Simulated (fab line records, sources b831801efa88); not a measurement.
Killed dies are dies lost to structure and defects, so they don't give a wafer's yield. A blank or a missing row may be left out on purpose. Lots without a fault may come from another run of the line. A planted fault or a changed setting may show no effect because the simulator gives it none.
fab line records | flow sky130
record lots=14 wafers=42 last_day=50
route steps=708 shown PWDE@52 NWELL@82 GATE_OXIDE@194
lots that met no fault: from a run of the same line without faults
start_h: hours from the record's first day to the start of the lot's first wafer shown | wait_h: hours since the lot's step before | " the same as in the row above | L1.1+2: a row that stands for several wafers | - no value, or no start given | * or withheld: withheld | < > ~ a bound
route shown NAME@n: a module of which the file shows steps, and the number in the route of the first | usual: mean/standard deviation of fault-free wafers | same: alike in all rows | chamber/n: place in a boat | sites: the reading at each site | _std_site: their standard deviation | _edge_site: outer sites' mean less inner sites' | radius_mm: how far each site lies from the wafer's centre | mask NAME#n: copy n | behind: the tool/chamber that last shaped the wafer | hold: why the lot was held/for how many hours/how that ended | device: the transistor (n, p or np) that didn't switch | end of line: the same wafers' tests at the end of the route | a step without rows: its recipe alone | killed: dies lost to structure and defects at the first sort, not the wafer's yield | map: a wafer's dies, x killed, . not, _ none there
set.NAME: the setting as run; set.NAME@STEP: as run at that earlier step | model.NAME: the simulator's own value behind a step, which no gauge read
steps of the route over a sample of lots; a table a step, a row a wafer
services: from which hour (start_h, from the record's first day; less than 0 if before it) a tool's chamber was out of use, for how many hours, and why
## steps
# step SKY_PWDE_OVL_MEAS_07
# usual PWDE_OVL=0.2/1.3
# columns lot.wafer tool chamber start_h wait_h PWDE_OVL[nm]
L982.1 overlay-01 - 71.84 - 0.3
L982.4 " - " " 2.0
L982.6 " - " " 1.2
L984.2 overlay-02 - 85.64 - -0.7
L984.3 " - " " -1.6
L984.5 " - " " -1.5
L985.1 overlay-01 - 92.15 - 0.6
L985.4 " - " " 1.8
L985.5 " - " " 1.9
L986.1 overlay-01 - 93.30 - 1.4
L986.2 " - " " 1.1
L986.6 " - " " 0.7
L987.1 overlay-02 - 98.74 - 0.7
L987.4 " - " " -1.0
L987.5 " - " " -0.2
L992.1 overlay-02 - 132.54 - -0.6
L992.2 " - " " -0.3
L992.6 " - " " 0.6
L993.4 overlay-02 - 136.61 - 0.2
L993.5 " - " " -0.7
L993.6 " - " " -0.4
L996.2 overlay-02 - 156.62 - -1.3
L996.3 " - " " 0.4
L996.5 " - " " -2.8
L998.1 overlay-02 - 173.94 - 1.0
L998.2 " - " " 2.8
L998.4 " - " " 1.9
L997.2 overlay-01 - 175.85 - -1.7
L997.3 " - " " 0.7
L997.4 " - " " -2.3
L999.3 overlay-02 - 176.21 - -0.4
L999.5 " - " " 1.3
L999.6 " - " " 1.0
L101.3 overlay-01 - 182.01 - -0.9
L101.4 " - " " -1.2
L101.6 " - " " 0.9
L102.1 overlay-01 - 189.39 - -1.6
L102.4 " - " " -0.4
L102.6 " - " " -1.4
L103.1 overlay-01 - 190.10 - -0.8
L103.2 " - " " 0.3
L103.5 " - " " -1.5
# step SKY_PWDE_STRIP_09
# recipe chemistry=O2/N2 power_w=1400 pressure_mtorr=1500 platen_temp_c=withheld o2_flow_sccm=3000 n2_flow_sccm=300 overash_fraction=0.5
# usual chamber_pressure_mTorr=1499.9/1.4 drypump_motor_current_A=5.5/0.59 n2_flow_sccm=300.2/0.93 oes_product_au=0.722/0.005 strip_time_to_endpoint_s=36.93/0.093
# same overash_fraction=0.5
# columns lot.wafer tool chamber start_h wait_h chamber_pressure_mTorr drypump_motor_current_A n2_flow_sccm oes_product_au rf_hours_counter_h strip_time_to_endpoint_s
L982.1 plasma_asher-03 0 72.02 0.1 1501.0 5.7 300.0 0.716 26 36.80
L982.4 " 0 " " 1502.3 5.7 299.1 0.733 - 36.93
L982.6 " 1 " " 1502.7 6.2 299.1 0.724 - 36.90
L984.2 plasma_asher-04 1 85.82 0.1 1500.9 4.9 299.2 0.718 40 36.93
L984.3 " 0 " " 1500.5 6.3 299.0 0.722 - 36.89
L984.5 " 1 " " 1498.8 4.8 299.4 0.722 - 36.93
L985.1 plasma_asher-02 1 92.33 0.1 1499.5 5.0 301.0 0.727 37 36.87
L985.4 " 1 " " 1498.7 5.0 298.3 0.732 - 36.96
L985.5 " 1 " " 1501.1 5.0 298.6 0.720 - 37.02
L986.1 plasma_asher-04 1 93.48 0.1 1498.6 4.9 299.0 0.719 41 36.91
L986.2 " 0 " " 1500.1 6.4 300.5 0.722 41 36.88
L986.6 " 0 " " 1501.8 6.4 300.3 0.723 - 36.91
L987.1 plasma_asher-02 0 98.92 0.1 1501.9 5.2 301.1 0.733 37 36.95
L987.4 " 0 " " 1496.8 5.2 300.9 0.733 - 36.81
L987.5 " 0 " " 1500.8 5.2 301.3 0.727 - 36.92
L992.1 plasma_asher-04 1 132.72 0.1 1500.5 4.9 300.6 0.723 45 36.96
L992.2 " 0 " " 1497.2 6.4 301.8 0.729 45 36.87
L992.6 " 1 " " 1501.9 4.8 300.5 0.729 - 36.99
L993.4 plasma_asher-02 0 136.81 0.1 1498.3 5.2 300.8 0.718 - 36.95
L993.5 " 0 " " 1499.6 5.2 301.3 0.715 - 37.09
L993.6 " 1 " " 1499.6 5.0 300.2 0.723 - 37.17
L996.2 plasma_asher-02 1 156.80 0.1 1500.6 5.0 300.2 0.723 43 36.97
L996.3 " 1 " " 1498.0 5.0 299.9 0.727 - 37.00
L996.5 " 0 " " 1497.3 5.2 299.5 0.725 - 36.91
L998.1 plasma_asher-04 1 174.12 0.1 1499.7 4.9 300.5 0.722 49 36.88
L998.2 " 0 " " 1498.3 6.4 299.0 0.724 49 36.88
L998.4 " 1 " " 1499.2 4.9 300.3 0.730 - 36.91
L997.2 plasma_asher-03 0 176.03 0.1 1499.5 5.7 298.4 0.720 36 36.89
L997.3 " 0 " " 1499.2 5.7 299.3 0.718 - 36.98
L997.4 " 1 " " 1499.8 6.2 301.1 0.720 - 36.94
L999.3 plasma_asher-04 0 176.41 0.1 1498.7 6.3 300.4 0.715 - 36.70
L999.5 " 1 " " 1500.2 4.9 300.7 0.718 - 36.81
L999.6 " 0 " " 1498.3 6.4 301.0 0.719 - 36.74
L101.3 plasma_asher-03 0 182.21 0.1 1497.9 5.7 298.8 0.722 - 37.06
L101.4 " 1 " " 1499.8 6.2 300.6 0.724 - 36.94
L101.6 " 1 " " 1500.9 6.2 300.2 0.723 - 36.95
L102.1 plasma_asher-04 0 189.57 0.1 1502.2 6.4 299.7 0.722 51 36.98
L102.4 " 1 " " 1499.3 4.8 299.5 0.722 - 36.90
L102.6 " 1 " " 1501.9 4.8 299.5 0.719 - 36.85
L103.1 plasma_asher-02 0 190.28 0.1 1498.0 5.2 301.1 0.719 46 36.96
L103.2 " 1 " " 1499.4 5.0 300.2 0.717 46 36.84
L103.5 " 0 " " 1499.9 5.2 299.7 0.716 - 36.92
# step SKY_NWELL_RS_MEAS_29
# recipe thk_meas_gauge=four-point-probe
# usual NWELL_RS=625.5/1.8
# columns lot.wafer tool chamber start_h wait_h NWELL_RS[ohm/sq]
L982.1 film_metro-01 - 108.24 0.1 627.5
L982.4 " - " " 626.2
L982.6 " - " " 627.0
L984.2 film_metro-03 - 123.33 0.1 627.5
L984.3 " - " " 629.1
L984.5 " - " " 627.0
L985.1 film_metro-03 - 129.45 0.1 624.0
L985.4 " - " " 626.5
L985.5 " - " " 627.0
L986.1 film_metro-03 - 130.53 0.1 625.8
L986.2 " - " " 625.2
L986.6 " - " " 623.7
L987.1 film_metro-03 - 136.21 0.1 624.1
L987.4 " - " " 626.4
L987.5 " - " " 627.5
L992.1 film_metro-01 - 176.86 0.1 623.5
L992.2 " - " " 625.1
L992.6 " - " " 623.8
L993.4 film_metro-01 - 178.80 0.1 622.5
L993.5 " - " " 623.4
L993.6 " - " " 622.1
L996.2 film_metro-01 - 199.45 0.2 625.7
L996.3 " - " " 626.0
L996.5 " - " " 624.5
L998.1 film_metro-01 - 216.73 0.1 624.9
L998.2 " - " " 624.4
L998.4 " - " " 624.2
L997.2 film_metro-01 - 220.80 0.1 624.4
L997.3 " - " " 624.5
L997.4 " - " " 623.6
L999.3 film_metro-03 - 221.00 0.1 627.5
L999.5 " - " " 626.8
L999.6 " - " " 627.0
L101.3 film_metro-03 - 227.67 0.1 627.8
L101.4 " - " " 629.6
L101.6 " - " " 627.6
L102.1 film_metro-04 - 234.89 0.1 623.7
L102.4 " - " " 625.4
L102.6 " - " " 624.7
L103.1 film_metro-03 - 235.62 0.1 626.2
L103.2 " - " " 625.6
L103.5 " - " " 628.2
# step SKY_GATE_OXIDE_EXPOSE_07
# recipe mask_id=LVOM na=0.6 source_shape=conventional sigma_outer=0.6 polarization=unpolarized target_cd_nm=600 dose_mj=170
# usual exposure_dose_mJ_cm2=169.97/0.17 focus_offset_nm=0.0/0.55
# columns lot.wafer tool chamber start_h wait_h mask exposure_dose_mJ_cm2 focus_offset_nm
L982.1 iline_stepper-01 0 295.91 - LVOM#0 169.82 0.0
L982.4 " 0 " " LVOM#0 170.12 -0.4
L982.6 " 0 " " LVOM#0 169.86 -1.0
L984.2 iline_stepper-01 0 317.94 - LVOM#0 170.07 0.0
L984.3 " 0 " " LVOM#0 170.01 0.5
L984.5 " 0 " " LVOM#0 169.81 0.0
L985.1 iline_stepper-02 0 337.42 - LVOM#0 169.67 1.0
L985.4 " 0 " " LVOM#0 170.08 1.2
L985.5 " 0 " " LVOM#0 170.13 1.4
L986.1 iline_stepper-01 0 337.67 - LVOM#0 170.07 -0.5
L986.2 " 0 " " LVOM#0 170.19 -0.3
L986.6 " 0 " " LVOM#0 169.99 -0.4
L987.1 iline_stepper-01 0 339.32 - LVOM#0 170.10 -0.1
L987.4 " 0 " " LVOM#0 169.93 -0.3
L987.5 " 0 " " LVOM#0 169.94 -0.2
L992.1 iline_stepper-01 - 398.71 - LVOM#0 - -
L992.2 " - " " LVOM#0 - -
L992.6 " - " " LVOM#0 - -
L993.4 iline_stepper-02 - 399.10 - LVOM#0 - -
L993.5 " - " " LVOM#0 - -
L993.6 " - " " LVOM#0 - -
L996.2 iline_stepper-01 0 427.72 - LVOM#0 170.06 0.9
L996.3 " 0 " " LVOM#0 170.04 0.7
L996.5 " 0 " " LVOM#0 169.89 0.7
L998.1 iline_stepper-01 0 452.59 - LVOM#0 169.96 0.2
L998.2 " 0 " " LVOM#0 169.74 -0.6
L998.4 " 0 " " LVOM#0 169.95 0.3
L997.2 iline_stepper-02 0 454.01 - LVOM#0 169.85 0.1
L997.3 " 0 " " LVOM#0 169.85 -0.1
L997.4 " 0 " " LVOM#0 169.74 -0.4
L999.3 iline_stepper-02 0 455.47 - LVOM#0 170.08 0.3
L999.5 " 0 " " LVOM#0 169.96 0.1
L999.6 " 0 " " LVOM#0 170.10 -0.2
L101.3 iline_stepper-02 0 465.57 - LVOM#0 169.93 0.3
L101.4 " 0 " " LVOM#0 169.62 -0.2
L101.6 " 0 " " LVOM#0 170.02 0.6
L102.1 iline_stepper-02 0 482.65 - LVOM#0 169.69 0.2
L102.4 " 0 " " LVOM#0 169.83 0.0
L102.6 " 0 " " LVOM#0 170.18 0.0
L103.1 iline_stepper-02 0 482.97 - LVOM#0 170.09 0.7
L103.2 " 0 " " LVOM#0 170.14 -0.1
L103.5 " 0 " " LVOM#0 170.02 -0.4
## services
# columns tool chamber start_h hours kind
iline_stepper-02 0 72.39 - calibration
iline_stepper-01 - 124.69 20.9 repair
iline_stepper-02 - 138.49 10.2 repair
iline_stepper-01 0 147.64 - calibration
iline_stepper-01 - 148.76 1.7 pm
iline_stepper-02 - 215.82 1.7 pm
plasma_asher-04 - 253.23 1.3 repair
iline_stepper-02 0 290.62 - calibration
iline_stepper-02 - 326.50 2.9 repair
iline_stepper-02 - 329.42 4.4 pm
plasma_asher-02 - 354.79 15.6 pm
iline_stepper-01 0 355.09 - calibration
iline_stepper-01 - 358.93 1.7 pm
plasma_asher-04 - 404.28 1.1 repair
iline_stepper-02 - 413.32 19.2 repair
plasma_asher-04 - 421.25 9.0 pm
plasma_asher-04 0 421.25 9.0 vent_cycle
plasma_asher-04 1 421.25 9.0 vent_cycle
plasma_asher-04 0 430.25 - clean
plasma_asher-04 1 430.25 - clean
iline_stepper-02 - 434.00 1.7 pm
plasma_asher-03 - 459.58 5.8 repair
iline_stepper-01 - 474.50 4.4 pm
plasma_asher-04 - 475.77 2.8 pm
## key
first_sign step=SKY_GATE_OXIDE_EXPOSE_07 reading=tool_record direction=missing
effect none on later readings
met_at SKY_GATE_OXIDE_EXPOSE_07
struck_lots L992,L993
later_rows_left_out L992.1,L992.2,L992.6,L993.4,L993.5,L993.6
sort_left_out L992.1,L992.2,L992.6,L993.4,L993.5,L993.6
tester_left_out L992,L993
not_acting_at SKY_PWDE_OVL_MEAS_07,SKY_PWDE_STRIP_09,SKY_NWELL_RS_MEAS_29
onset_between 339.32 398.71
fault kind=skipped_step_whole tool=iline_stepper-01,iline_stepper-02 chamber=- onset_h=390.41 steps=SKY_GATE_OXIDE_EXPOSE_07 scope=struck_lots_only
# tester_left_out: of these lots the tester's yield and bins aren't shown, on N5 and GAA mostly nor the transistor test; their killed dies are dies lost to structure and defects alone, not to doping, threshold or leakage, so they don't give the yield
# sort_left_out: the simulated sort isn't trusted on such a fault, so these wafers' sort isn't shown, and their yield isn't known
# later_rows_left_out: the simulator's readings of these wafers behind a module that went badly wrong aren't trusted and aren't shown, but for the sort
